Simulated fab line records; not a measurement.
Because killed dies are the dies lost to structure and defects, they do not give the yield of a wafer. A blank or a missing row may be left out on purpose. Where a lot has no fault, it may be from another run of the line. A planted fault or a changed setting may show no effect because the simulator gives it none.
fab line records    flow gf180mcu
record lots=6  wafers=18  lastDay=34
route steps=602 shown M1@327 V1@335
lots that met no fault: taken from a fault-free run of the same line
startH: start of the lot's first displayed wafer, in hours after the record's first day    waitH: hours since the lot's step before    " as in the row above    L1.1+2: a single row standing in for several wafers    - no value present, or no start provided    * or withheld: withheld    < > ~ a bound
route shown NAME@n: names a module that has steps shown in the file, with the first one's number in the route    usual: mean/standard deviation taken from wafers without a fault    same: alike in all rows    chamber/n: place in a boat    sites: readings site by site    _std_site: standard deviation of those values    _edge_site: mean of outer sites minus mean of inner sites    radiusMm: for every site, how far away it sits from the centre of the wafer    mask NAME#n: copy n    behind: the most recent tool/chamber to have shaped the wafer    hold: why the lot was held/for how many hours/how that ended    device: whichever transistor did not switch (one of n, p or np)    end of line: at the end of the route, the tests of the same wafers    for a step that has no rows: nothing shown but its recipe    killed: not the wafer's yield, but the dies lost to structure and defects at the first sort    map: the dies of a wafer, with x for killed, . for not killed, _ for no die there
set.NAME: the setting that was run; set.NAME@STEP: the one run at that earlier step    model.NAME: the simulator's own value behind a step, which no gauge read
lots seen at some steps along the route; tables by step, rows by wafer
services: the hour from which a tool's chamber was out of use, counted from the record's first day as startH (under 0 if before that day), plus the number of hours and why
## steps
# step GF_M1_PEB_12
# recipe pebTempC=135  pebTimeS=90  resist=KrF
# step GF_M1_DEVELOP_13
# recipe developTimeS=60  devTempC=21
# step GF_M1_CD_MEAS_14
# recipe targetCdNm=230
# usual cdNm=230.5/1.3
lot.wafer  tool      chamber  startH  waitH  cdNm
L659.1     cdSem-01  -        423.85  0.1    230.8
L659.3     "         -        "       "      231.1
L659.4     "         -        "       "      230.8
L670.1     cdSem-01  -        503.31  0.1    231.1
L670.4     "         -        "       "      230.6
L670.5     "         -        "       "      231.9
L671.3     cdSem-02  -        519.90  0.1    229.6
L671.4     "         -        "       "      230.3
L671.6     "         -        "       "      229.8
L673.4     cdSem-01  -        532.12  0.1    232.1
L673.5     "         -        "       "      232.2
L673.6     "         -        "       "      232.1
L677.1     cdSem-02  -        562.30  0.1    231.7
L677.3     "         -        "       "      230.8
L677.5     "         -        "       "      231.1
L679.3     cdSem-02  -        573.63  0.1    230.7
L679.4     "         -        "       "      229.2
L679.6     "         -        "       "      230.7
# step GF_M1_OVL_MEAS_15
# usual M1_OVL=1/4.9
lot.wafer  tool        chamber  startH  waitH  M1_OVL[nm]
L659.1     overlay-01  -        423.97  0.1    2
L659.3     "           -        "       "      11
L659.4     "           -        "       "      6
L670.1     overlay-01  -        503.43  0.1    6
L670.4     "           -        "       "      -4
L670.5     "           -        "       "      2
L671.3     overlay-01  -        519.99  0.1    6
L671.4     "           -        "       "      8
L671.6     "           -        "       "      3
L673.4     overlay-02  -        532.19  0.1    6
L673.5     "           -        "       "      0
L673.6     "           -        "       "      1
L677.1     overlay-01  -        562.42  0.1    3
L677.3     "           -        "       "      7
L677.5     "           -        "       "      -6
L679.3     overlay-01  -        573.72  0.1    2
L679.4     "           -        "       "      -1
L679.6     "           -        "       "      -7
# step GF_M1_METAL_ETCH_16
# recipe chemistry=Cl2/BCl3  maskMaterial=KrF  targetDepthNm=627.5  stopOn=SiO2  pressureMtorr=8  icpW=800  biasW=140  Cl2_flow_sccm=80  bcl3FlowSccm=40  timeS=104.6
# usual chamberPressureMTorr=8.000/0.0075  drypumpMotorCurrentA=5.7/0.35  oesProductAu=0.973/0.0076  throttleValvePct=28.250/0.012
lot.wafer  tool         chamber  startH  waitH  chamberPressureMTorr  drypumpMotorCurrentA  oesProductAu  rfHoursCounterH  throttleValvePct
L659.1     rieMetal-01  1        424.01  0.0    8.012                 6.2                   0.969         7.0              28.253
L659.3     "            1        "       "      8.010                 6.2                   0.970         -                28.262
L659.4     "            0        "       "      7.999                 5.6                   0.980         -                28.235
L670.1     rieMetal-03  0        503.46  0.0    7.992                 5.9                   0.966         8.9              28.256
L670.4     "            1        "       "      8.000                 5.2                   0.979         -                28.267
L670.5     "            1        "       "      8.001                 5.2                   0.977         -                28.239
L671.3     rieMetal-02  1        520.05  0.1    8.000                 5.8                   0.984         -                28.244
L671.4     "            0        "       "      8.003                 5.6                   0.965         -                28.261
L671.6     "            1        "       "      8.009                 5.9                   0.970         -                28.253
L673.4     rieMetal-02  0        532.25  0.0    8.006                 5.5                   0.967         -                28.248
L673.5     "            1        "       "      7.986                 5.8                   0.969         -                28.263
L673.6     "            0        "       "      8.010                 5.5                   0.983         -                28.229
L677.1     rieMetal-02  1        562.46  0.0    7.999                 5.8                   0.951         3.1              28.264
L677.3     "            1        "       "      8.007                 5.8                   0.973         -                28.234
L677.5     "            1        "       "      8.007                 5.8                   0.972         -                28.246
L679.3     rieMetal-03  0        573.78  0.1    7.996                 5.8                   0.979         -                28.226
L679.4     "            1        "       "      7.996                 5.2                   0.978         -                28.252
L679.6     "            0        "       "      7.996                 5.9                   0.978         -                28.229
# step GF_M1_STRIP_17
# recipe chemistry=O2/N2  powerW=1400  pressureMtorr=1500  platenTempC=250  o2FlowSccm=3000  n2FlowSccm=300  overashFraction=0.5
# step GF_M1_STRIP_18
# recipe chemistry=postEtchResidueRemover  timeS=1200  tempC=72.5
# step GF_M1_CLEAN_19
# recipe chemistry=DIW  dry=n2Spin
# step GF_V1_CVD_00
# recipe material=SiO2  targetThkNm=600  sigmaOpenFrac=0.3  tempC=400  timeS=100  sih4FlowSccm=60  pressureMtorr=6
# step GF_V1_THK_MEAS_01
# recipe reads=SiO2_of_V1_CVD_00
# usual V1_CVD_00_THK=600/9.3
lot.wafer  tool          chamber  startH  waitH  V1_CVD_00_THK[nm]
L659.1     filmMetro-02  -        424.73  0.0    601
L659.3     "             -        "       "      601
L659.4     "             -        "       "      601
L670.1     filmMetro-02  -        504.18  0.0    602
L670.4     "             -        "       "      609
L670.5     "             -        "       "      592
L671.3     filmMetro-02  -        520.76  0.1    587
L671.4     "             -        "       "      607
L671.6     "             -        "       "      589
L673.4     filmMetro-04  -        533.02  0.0    585
L673.5     "             -        "       "      608
L673.6     "             -        "       "      592
L677.1     filmMetro-01  -        563.18  0.0    607
L677.3     "             -        "       "      620
L677.5     "             -        "       "      601
L679.3     filmMetro-02  -        574.48  0.1    594
L679.4     "             -        "       "      601
L679.6     "             -        "       "      606
# step GF_V1_CVD_02
# recipe material=SiO2  targetThkNm=850  precursor=TEOS  tempC=400  timeS=94.851  rfW=600
# step GF_V1_THK_MEAS_03
# recipe reads=SiO2_of_V1_CVD_02
# usual V1_CVD_02_THK=846/12
lot.wafer  tool          chamber  startH  waitH  V1_CVD_02_THK[nm]
L659.1     filmMetro-01  -        424.86  0.0    843
L659.3     "             -        "       "      839
L659.4     "             -        "       "      852
L670.1     filmMetro-04  -        504.31  0.0    838
L670.4     "             -        "       "      847
L670.5     "             -        "       "      859
L671.3     filmMetro-04  -        520.89  0.1    841
L671.4     "             -        "       "      859
L671.6     "             -        "       "      864
L673.4     filmMetro-04  -        533.15  0.0    842
L673.5     "             -        "       "      855
L673.6     "             -        "       "      861
L677.1     filmMetro-04  -        563.30  0.0    838
L677.3     "             -        "       "      845
L677.5     "             -        "       "      852
L679.3     filmMetro-01  -        574.61  0.1    826
L679.4     "             -        "       "      850
L679.6     "             -        "       "      874
# step GF_V1_CMP_04
# recipe material=SiO2  downForcePsi=4  platenRpm=60  padVelocityMS=0.94248
# usual edgeZonePressureFrac=0.999/0.0048  headPressurePsi=3.999/0.008  motorCurrentA=11.0/1.1  timeToEndpointS=77/6.6
lot.wafer  tool    chamber  startH  waitH  edgeZonePressureFrac  headPressurePsi  motorCurrentA  timeToEndpointS  model.SiO2_of_V1_CVD_02.thkNm
L659.4     cmp-02  3        425.02  0.1    0.991                 4.000            12.4           82               633.2
L659.1     "       0        "       "      0.995                 3.997            12.6           73               632.6
L659.3     "       1        "       "      0.996                 4.006            10.1           76               632.5
L670.4     cmp-01  1        504.47  0.1    -                     -                -              -                846
L670.1     "       2        "       "      -                     -                -              -                838.6
L670.5     "       0        "       "      -                     -                -              -                859.6
L671.4     cmp-01  1        520.98  0.1    -                     -                -              -                858.2
L671.3     "       2        "       "      -                     -                -              -                840.2
L671.6     "       1        "       "      -                     -                -              -                864
L673.4     cmp-01  0        533.23  0.1    1.004                 4.005            11.9           73               632.4
L673.6     "       3        "       "      0.992                 3.991            9.9            75               630.2
L673.5     "       0        "       "      0.998                 4.004            11.9           80               631.5
L677.3     cmp-01  0        563.41  0.1    0.994                 3.995            11.0           74               631
L677.1     "       2        "       "      1.001                 3.984            11.2           78               633.4
L677.5     "       0        "       "      0.999                 3.999            12.6           78               633.6
L679.3     cmp-01  2        574.65  0.0    1.001                 3.996            11.8           74               634.6
L679.4     "       1        "       "      0.995                 4.001            9.9            75               632
L679.6     "       2        "       "      0.998                 4.004            11.3           91               634.2
# step GF_V1_BOW_MEAS_05
# recipe mode=bow
# usual V1_BOW=83/8.1
lot.wafer  tool          chamber  startH  waitH  V1_BOW[um]
L659.1     filmMetro-01  -        425.32  0.2    90
L659.3     "             -        "       "      92
L659.4     "             -        "       "      80
L670.1     filmMetro-01  -        504.67  0.1    99
L670.4     "             -        "       "      98
L670.5     "             -        "       "      91
L671.3     filmMetro-04  -        521.27  0.2    94
L671.4     "             -        "       "      97
L671.6     "             -        "       "      98
L673.4     filmMetro-02  -        533.54  0.3    72
L673.5     "             -        "       "      81
L673.6     "             -        "       "      69
L677.1     filmMetro-04  -        563.66  0.1    77
L677.3     "             -        "       "      81
L677.5     "             -        "       "      85
L679.3     filmMetro-04  -        574.99  0.3    73
L679.4     "             -        "       "      78
L679.6     "             -        "       "      79
# step GF_V1_DEHYDRATE_06
# recipe tempC=200  timeS=60
# step GF_V1_HMDS_07
# recipe primeTimeS=60  primeTempC=120
# step GF_V1_COAT_08
# recipe resist=BARC  tempC=withheld  timeS=withheld  spinRpm=withheld  resistThkNm=withheld
# step GF_V1_COAT_09
# recipe resist=KrF  spinRpm=withheld  resistThkNm=1000
# step GF_V1_SOFTBAKE_10
# recipe tempC=130  timeS=60  resist=KrF
# step GF_V1_EXPOSE_11
# recipe maskId=Via1  targetCdNm=260  na=0.68  sourceShape=conventional  sigmaOuter=0.6  doseMj=38
# step GF_V1_PEB_12
# recipe pebTempC=135  pebTimeS=90  resist=KrF
# step GF_V1_DEVELOP_13
# recipe developTimeS=60  resist=KrF  devTempC=21
# step GF_V1_CD_MEAS_14
# recipe targetCdNm=260
# usual cdNm=260.3/1.1
lot.wafer  tool      chamber  startH  waitH  cdNm
L659.1     cdSem-02  -        449.55  0.1    260.0
L659.3     "         -        "       "      260.0
L659.4     "         -        "       "      260.4
L670.1     cdSem-01  -        527.66  0.1    261.4
L670.4     "         -        "       "      261.4
L670.5     "         -        "       "      261.5
L671.3     cdSem-02  -        543.77  0.1    260.5
L671.4     "         -        "       "      262.3
L671.6     "         -        "       "      261.1
L673.4     cdSem-01  -        555.99  0.1    261.8
L673.5     "         -        "       "      261.8
L673.6     "         -        "       "      260.4
L677.1     cdSem-02  -        584.73  0.1    262.6
L677.3     "         -        "       "      262.4
L677.5     "         -        "       "      262.6
L679.3     cdSem-01  -        596.40  0.1    260.1
L679.4     "         -        "       "      259.4
L679.6     "         -        "       "      259.9
# step GF_V1_OVL_MEAS_15
# usual V1_OVL=0/5.7
lot.wafer  tool        chamber  startH  waitH  V1_OVL[nm]
L659.1     overlay-02  -        449.67  0.1    0
L659.3     "           -        "       "      -5
L659.4     "           -        "       "      -3
L670.1     overlay-02  -        527.78  0.1    -8
L670.4     "           -        "       "      -2
L670.5     "           -        "       "      -9
L671.3     overlay-02  -        543.86  0.1    9
L671.4     "           -        "       "      1
L671.6     "           -        "       "      1
L673.4     overlay-01  -        556.06  0.1    4
L673.5     "           -        "       "      2
L673.6     "           -        "       "      2
L677.1     overlay-01  -        584.85  0.1    -2
L677.3     "           -        "       "      0
L677.5     "           -        "       "      -4
L679.3     overlay-01  -        596.49  0.1    -1
L679.4     "           -        "       "      0
L679.6     "           -        "       "      1
# step GF_V1_ETCH_16
# recipe chemistry=N2/H2  targetDepthA=withheld  overetchA=withheld  timeS=withheld  target=BARC  ionEnergyEv=200  sourceW=500  biasW=100  pressureMtorr=30  n2FlowSccm=100  h2FlowSccm=200
# usual chamberPressureMTorr=29.997/0.026  drypumpMotorCurrentA=5.8/0.44  h2FlowSccm=200.0/0.58  oesProductAu=0.854/0.0046  throttleValvePct=13.226/0.0089
lot.wafer  tool        chamber  startH  waitH  chamberPressureMTorr  drypumpMotorCurrentA  h2FlowSccm  oesProductAu  throttleValvePct
L659.1     rieDiel-03  1        449.71  0.0    29.973                5.5                   199.6       0.851         13.234
L659.3     "           0        "       "      29.985                6.1                   199.7       0.851         13.216
L659.4     "           3        "       "      29.982                5.3                   199.7       0.858         13.222
L670.1     rieDiel-03  2        527.81  0.0    30.013                6.2                   199.9       0.859         13.225
L670.4     "           3        "       "      30.008                5.3                   201.4       0.851         13.235
L670.5     "           3        "       "      29.981                5.3                   200.0       0.850         13.233
L671.3     rieDiel-02  2        543.88  0.0    30.029                5.6                   200.1       0.855         13.205
L671.4     "           1        "       "      30.034                5.7                   199.9       0.866         13.248
L671.6     "           0        "       "      30.014                6.3                   200.1       0.853         13.218
L673.4     rieDiel-03  2        556.08  0.0    30.000                6.2                   200.2       0.853         13.228
L673.5     "           1        "       "      30.020                5.5                   199.9       0.861         13.214
L673.6     "           2        "       "      30.006                6.2                   199.7       0.853         13.224
L677.1     rieDiel-02  3        584.88  0.0    30.001                6.2                   200.1       0.856         13.231
L677.3     "           2        "       "      30.045                5.6                   200.3       0.857         13.216
L677.5     "           0        "       "      30.033                6.3                   200.6       0.854         13.210
L679.3     rieDiel-01  0        596.51  0.0    30.009                6.5                   199.9       0.852         13.239
L679.4     "           3        "       "      30.034                5.0                   199.4       0.856         13.232
L679.6     "           1        "       "      30.037                5.9                   200.3       0.861         13.221
# step GF_V1_ETCH_17
# recipe chemistry=C4F8/O2/Ar  maskMaterial=KrF  target=SiO2  stopOn=TiN  sourceW=1500  biasW=1200  pressureMtorr=40  c4f8FlowSccm=withheld  O2_flow_sccm=6  Ar_flow_sccm=300  timeS=withheld  targetDepthA=6300
# usual chamberPressureMTorr=40.00/0.038  oesProductAu=0.856/0.0047
lot.wafer  tool        chamber  startH  waitH  chamberPressureMTorr  oesProductAu  model.etch.depthNm  model.V1.featureDepthNm
L659.1     rieDiel-03  1        -       -      40.00                 0.852         632.6               632.6
L659.3     "           0        "       "      40.02                 0.855         632.5               632.5
L659.4     "           3        "       "      40.07                 0.855         633.2               633.2
L670.1     rieDiel-03  2        -       -      39.97                 1.611         816.9               816.9
L670.4     "           3        "       "      40.01                 1.620         822.6               822.6
L670.5     "           3        "       "      39.98                 1.624         819.5               819.5
L671.3     rieDiel-02  2        -       -      39.98                 1.622         822.3               822.3
L671.4     "           1        "       "      39.96                 1.625         823.7               823.7
L671.6     "           0        "       "      39.98                 1.632         828.2               828.2
L673.4     rieDiel-03  2        -       -      40.04                 0.856         632.4               632.4
L673.5     "           1        "       "      40.07                 0.855         631.5               631.5
L673.6     "           2        "       "      40.02                 0.849         630.2               630.2
L677.1     rieDiel-02  3        -       -      39.94                 0.847         633.4               633.4
L677.3     "           2        "       "      40.01                 0.860         631                 631
L677.5     "           0        "       "      39.98                 0.855         633.6               633.6
L679.3     rieDiel-01  0        -       -      39.97                 0.858         634.6               634.6
L679.4     "           3        "       "      39.99                 0.852         632                 632
L679.6     "           1        "       "      39.99                 0.860         634.2               634.2
# step GF_V1_STRIP_18
# recipe chemistry=O2/N2  powerW=1400  pressureMtorr=1500  platenTempC=250  o2FlowSccm=3000  n2FlowSccm=300  overashFraction=0.5
# step GF_V1_STRIP_19
# recipe chemistry=postEtchResidueRemover  timeS=1200  tempC=72.5
# step GF_V1_CLEAN_20
# recipe chemistry=DIW  dry=n2Spin
# step GF_V1_SPUTTER_21
# recipe material=Ti  targetThkNm=15  chamberPressurePa=5  powerW=2500  substrateTempC=200  timeS=80.02
# usual throttleValvePct=29.8/0.44
lot.wafer  tool           chamber  startH  waitH  throttleValvePct
L659.1     pvdSputter-01  -        450.38  0.0    29.5
L659.3     "              -        "       "      29.8
L659.4     "              -        "       "      30.1
L670.1     pvdSputter-04  -        528.50  0.0    29.7
L670.4     "              -        "       "      30.4
L670.5     "              -        "       "      30.4
L671.3     pvdSputter-01  -        544.54  0.0    29.7
L671.4     "              -        "       "      30.0
L671.6     "              -        "       "      29.5
L673.4     pvdSputter-01  -        556.78  0.0    29.6
L673.5     "              -        "       "      29.7
L673.6     "              -        "       "      30.0
L677.1     pvdSputter-04  -        585.54  0.0    29.9
L677.3     "              -        "       "      29.2
L677.5     "              -        "       "      30.5
L679.3     pvdSputter-01  -        597.18  0.0    29.5
L679.4     "              -        "       "      30.0
L679.6     "              -        "       "      30.2
# step GF_V1_SPUTTER_22
# recipe material=TiN  targetThkNm=10  chamberPressurePa=5  powerW=4000  timeS=40
# usual throttleValvePct=29.8/0.42
lot.wafer  tool           chamber  startH  waitH  throttleValvePct
L659.1     pvdSputter-01  -        450.44  0.0    29.8
L659.3     "              -        "       "      29.7
L659.4     "              -        "       "      30.0
L670.1     pvdSputter-04  -        528.57  0.0    29.9
L670.4     "              -        "       "      30.2
L670.5     "              -        "       "      30.2
L671.3     pvdSputter-01  -        544.61  0.0    29.5
L671.4     "              -        "       "      30.1
L671.6     "              -        "       "      29.6
L673.4     pvdSputter-01  -        556.84  0.0    29.5
L673.5     "              -        "       "      29.5
L673.6     "              -        "       "      30.0
L677.1     pvdSputter-04  -        585.61  0.0    29.4
L677.3     "              -        "       "      29.1
L677.5     "              -        "       "      30.2
L679.3     pvdSputter-01  -        597.24  0.0    29.7
L679.4     "              -        "       "      29.8
L679.6     "              -        "       "      30.1
# step GF_V1_CVD_23
# recipe material=W  targetThkNm=350  timeS=105.05  tempC=400  pressureTorr=40
# usual heaterPowerW=796/32
lot.wafer  tool     chamber  startH  waitH  heaterPowerW
L659.1     cvdW-01  1        450.48  0.0    735
L659.3     "        1        "       "      761
L659.4     "        0        "       "      811
L670.1     cvdW-01  1        528.60  0.0    772
L670.4     "        1        "       "      783
L670.5     "        0        "       "      813
L671.3     cvdW-02  0        544.68  0.1    776
L671.4     "        1        "       "      842
L671.6     "        1        "       "      850
L673.4     cvdW-02  1        556.91  0.1    829
L673.5     "        1        "       "      810
L673.6     "        0        "       "      769
L677.1     cvdW-01  0        585.64  0.0    821
L677.3     "        1        "       "      758
L677.5     "        0        "       "      825
L679.3     cvdW-02  1        597.31  0.1    851
L679.4     "        0        "       "      776
L679.6     "        0        "       "      757
# step GF_V1_CMP_26
# recipe stopOn=SiO2  downForcePsi=3.5  platenRpm=60  tOverpolishS=15  targetThkNm=0  padVelocityMS=0.94248
# usual edgeZonePressureFrac=1.000/0.0046  headPressurePsi=3.500/0.0073  motorCurrentA=10.2/1.1
lot.wafer  tool    chamber  startH  waitH  edgeZonePressureFrac  headPressurePsi  motorCurrentA  model.SiO2_of_V1_CVD_02.thkNm
L659.1     cmp-01  0        450.78  0.1    1.009                 3.491            11.0           628.8
L659.4     "       1        "       "      1.000                 3.500            9.2            629.4
L659.3     "       2        "       "      0.997                 3.500            10.3           628.8
L670.4     cmp-02  0        528.95  0.1    0.995                 3.510            11.8           842.2
L670.1     "       2        "       "      1.006                 3.496            10.7           834.8
L670.5     "       0        "       "      0.990                 3.505            11.4           855.8
L671.4     cmp-01  3        544.94  0.0    1.007                 3.490            8.8            854.5
L671.3     "       0        "       "      1.005                 3.500            11.3           836.4
L671.6     "       3        "       "      1.000                 3.506            9.2            860.2
L673.4     cmp-02  2        557.27  0.1    1.001                 3.519            11.0           628.6
L673.5     "       0        "       "      1.004                 3.509            11.3           627.8
L673.6     "       1        "       "      0.999                 3.495            9.1            626.4
L677.1     cmp-02  3        585.94  0.1    1.002                 3.502            11.0           629.6
L677.3     "       1        "       "      0.999                 3.506            8.7            627.3
L677.5     "       0        "       "      1.004                 3.501            11.4           629.8
L679.4     cmp-02  0        597.57  0.0    1.005                 3.506            12.0           628.3
L679.3     "       2        "       "      0.996                 3.498            10.8           630.8
L679.6     "       1        "       "      0.995                 3.502            9.1            630.4
## services
tool           chamber  startH  hours  kind
cmp-01         -        404.00  4.0    pm
rieMetal-03    -        413.20  0.6    repair
rieDiel-02     2        422.17  15.0   repair
cvdW-01        -        423.40  6.0    pm
pvdSputter-04  -        426.03  3.2    repair
rieDiel-03     2        431.14  10.1   repair
rieDiel-01     1        464.21  2.3    repair
rieDiel-03     3        483.94  6.1    repair
rieDiel-02     2        484.00  10.5   repair
rieDiel-01     1        490.42  3.6    repair
rieMetal-03    -        496.12  0.7    repair
rieDiel-03     -        502.07  0.3    repair
cmp-01         -        507.68  0.6    repair
cmp-02         -        517.38  9.5    pm
pvdSputter-01  -        517.94  1.8    repair
cvdW-01        -        536.50  0.3    repair
rieDiel-03     2        546.30  4.9    repair
rieDiel-01     3        547.86  1.3    repair
cmp-02         -        570.45  2.2    repair
cmp-02         -        572.69  4.0    pm
rieDiel-01     3        581.87  11.9   repair
cmp-01         -        585.91  2.3    repair
pvdSputter-04  -        593.23  0.8    repair
rieDiel-03     3        595.80  11.5   repair
## key
firstSign step=GF_V1_CMP_04  reading=toolRecord  direction=missing
effect step=GF_V1_BOW_MEAS_05  reading=V1_BOW  direction=up  sigmas=1.5  usual=83  struck=96
effect step=GF_V1_ETCH_17  reading=oesProductAu  direction=up  sigmas=99+  usual=0.856  struck=1.622
modelEffect step=GF_V1_CMP_04  value=SiO2_of_V1_CVD_02.thkNm  without=634.5  struck=851.1
modelEffect step=GF_V1_ETCH_17  value=etch.depthNm  without=634.5  struck=822.2
modelEffect step=GF_V1_CMP_26  value=SiO2_of_V1_CVD_02.thkNm  without=630.8  struck=847.3
metAt GF_V1_CMP_04
struckWafers L670.1,L670.4,L670.5,L671.3,L671.4,L671.6
laterRowsLeftOut L670.1,L670.4,L670.5,L671.3,L671.4,L671.6
sortLeftOut L670.1,L670.4,L670.5,L671.3,L671.4,L671.6
fault kind=skippedStepWhole  tool=cmp-01  chamber=-  onsetH=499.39  steps=GF_V1_CMP_04  scope=struckLotsOnly
# sortLeftOut: the simulated sort isn't trusted on such a fault, so these wafers' sort isn't shown, and their yield isn't known
# laterRowsLeftOut: the simulator's readings of these wafers behind a module that went badly wrong aren't trusted and aren't shown, but for the sort
